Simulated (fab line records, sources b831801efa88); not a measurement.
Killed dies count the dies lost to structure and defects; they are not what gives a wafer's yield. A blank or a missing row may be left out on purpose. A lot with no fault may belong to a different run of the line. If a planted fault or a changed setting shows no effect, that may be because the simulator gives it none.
Chamber matching | flow gf180mcu | GF_V1_CMP_04 on cmp-01 has 4 sister chambers
The step polishes SiO2. 7 wafers are shown with their chamber, then 7 later ones without.

WAFERS WITH THEIR CHAMBER
wafer  | chamber | motor current A (A) | retaining ring pressure frac
L596.4 | 2       | 10.7                | 1.001
L596.5 | 3       | 10.9                | 1.013
L597.2 | 1       | 11.8                | 0.998
L597.4 | 0       | 9.7                 | 0.994
L597.6 | 2       | 11.1                | 0.990
L598.3 | 0       | 9.4                 | 1.004
L598.4 | 3       | 10.5                | 1.000

WAFERS MISSING THEIR CHAMBER
wafer  | motor current A (A) | retaining ring pressure frac
L598.6 | 10.1                | 1.006
L603.4 | 9.4                 | 1.000
L603.5 | 10.9                | 1.005
L603.6 | 9.9                 | 1.000
L614.1 | 10.8                | 1.004
L614.2 | 12.7                | 1.001
L614.5 | 10.6                | 1.006

WHICH CHAMBER EACH WENT THROUGH
wafer  | from the rows above          | in truth
L598.6 | can't be placed: 0 or 3 or 2 | 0
L603.4 | 0                            | 0
L603.5 | can't be placed: 3 or 2      | 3
L603.6 | can't be placed: 0 or 3      | 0
L614.1 | can't be placed: 3 or 2      | 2
L614.2 | 1                            | 1
L614.5 | can't be placed: 3 or 2      | 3
Correctly placed: 2 of 7. Unplaceable from these rows: 5, with the true chamber sitting among the candidates in 5. 0 placed wrongly.
How it was worked out, from the rows above alone: a wafer's distance from a chamber is the root of the sum, over the readings, of the square of ((its reading less the chamber's mean) divided by the reading's scatter). The wafer belongs to the nearest chamber; if the next one is less than 2 further off, it can't be placed. Each chamber's mean is taken over the wafers shown for it. How the scatter is found: for the shown wafers, subtract from each reading the mean of its chamber, square and add these, divide the total by (wafers less chambers), then take the root.
